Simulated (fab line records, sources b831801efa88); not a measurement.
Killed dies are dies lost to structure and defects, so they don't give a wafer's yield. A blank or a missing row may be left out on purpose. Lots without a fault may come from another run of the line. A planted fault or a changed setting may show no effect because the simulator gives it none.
A struck lot beside a sound one | flow sfq_line | 14 steps out of a route of 325
Sound: wafers L277.2, L277.3, L277.5. Struck: wafer L280.1. (L280.5, L280.6 of the same lot were not struck and are left out.) The cause comes at the end.
At each step with rows: each side's tool, then ch and its chambers, then its first start. Under that, the readings that differ: sound wafers | struck wafers | difference of the means | sigmas: that difference in standard deviations of wafers without a fault.
alike: readings whose means differ by less than 2 such deviations, and words and numbers that are the same on both sides. not compared: withheld readings, readings that some wafer has no value for, bounds like >300 that may hide the same value, and numbers for which the record gives no deviation and whose values overlap.
The two part at a step that has a row with sigmas, a row that says differs or no value, or rows on one side only. Numbers that don't overlap but have no deviation are shown without sigmas and don't part them. A reading that every wafer of one side lacks parts them only if that side has two wafers or more.

first, 7 steps without rows for these wafers: SFQ_TRILAYER_JJ_CE_STRIP_SOLV_CLEAN_121 (cleans in NMP, time 600 s); SFQ_TRILAYER_M5_LITHO_COAT_128 (resist thk 62 nm); SFQ_TRILAYER_M5_LITHO_COAT_123 (resist thk 600 nm); SFQ_TRILAYER_M5_LITHO_SOFTBAKE_127; SFQ_TRILAYER_M5_LITHO_EXPOSE_124 (exposes mask M5, target cd 700 nm); SFQ_TRILAYER_M5_LITHO_PEB_126 (peb time 60 s); SFQ_TRILAYER_M5_LITHO_DEVELOP_125 (time 60 s).
SFQ_M5_OVL_MEAS_932:
  sound on overlay-01, day 62 19:11; struck on overlay-02, day 64 03:03
  alike: M5_OVL
SFQ_TRILAYER_M5_BARC_OPEN_METAL_ETCH_161: etches BARC in O2, target depth 125 nm, time 41.7 s.
  sound on rie_metal-03 ch 0,1, day 62 19:13; struck on rie_metal-02 ch 0, day 64 03:05
  alike: drypump_motor_current_A, oes_product_au
  not compared: rf_hours_counter_h
SFQ_TRILAYER_M5_ETCH_METAL_ETCH_126: etches Nb in Cl2/BCl3, stops on SiO2, time 203.2 s, target depth 265 nm.
  sound on rie_metal-03 ch 0,1, day 62 19:16; struck on rie_metal-02 ch 0, day 64 03:09
  alike: drypump_motor_current_A, oes_product_au
  not compared: rf_hours_counter_h
SFQ_TRILAYER_M5_STRIP_STRIP_127: strips in O2.
  sound on rie_metal-03 ch 0,1, day 62 19:28; struck on rie_metal-02 ch 0, day 64 03:20
  alike: drypump_motor_current_A, oes_product_au
  not compared: rf_hours_counter_h
then, 1 step without rows for these wafers: SFQ_TRILAYER_M5_STRIP_SOLV_CLEAN_128 (cleans in NMP, time 600 s).
SFQ_TRILAYER_A5B_DEP_PECVD_129: deposits SiO2 from SiH4/N2O, time 133.33 s, target thk 600 nm.
  sound on pecvd-04 ch 0,2, day 62 20:14; struck on pecvd-04 ch 2, day 64 04:07
  reading                                              | sound             | struck | difference | sigmas
  rf_fwd_power_W (W)                                   | 181.8 181.7 182.3 | 153.7  | -28.2      | -46
  model.SiO2_of_TRILAYER_A5B_DEP_PECVD_129.thk_nm (nm) | 582 589.8 597.3   | 571.4  | -18.3      |
  alike: heater_power_w, throttle_valve_pct
SFQ_TRILAYER_A5B_CMP_CMP_130: polishes, stops on Nb, target thk 340.7 nm.
  sound on cmp-01 ch 0,1,2, day 62 20:50; struck on cmp-02 ch 2, day 64 05:43
  alike: motor_current_A, slurry_filter_dp_kPa

WHERE THEY PART
Only at SFQ_TRILAYER_A5B_DEP_PECVD_129, within this record. Later steps at which nothing parts them and some readings are alike: SFQ_TRILAYER_A5B_CMP_CMP_130.

WHY: what the simulator had put in
Process parameter drift: pecvd-04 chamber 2, from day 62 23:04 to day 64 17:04, at SFQ_TRILAYER_A5B_DEP_PECVD_129. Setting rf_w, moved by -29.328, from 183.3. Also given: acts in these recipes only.
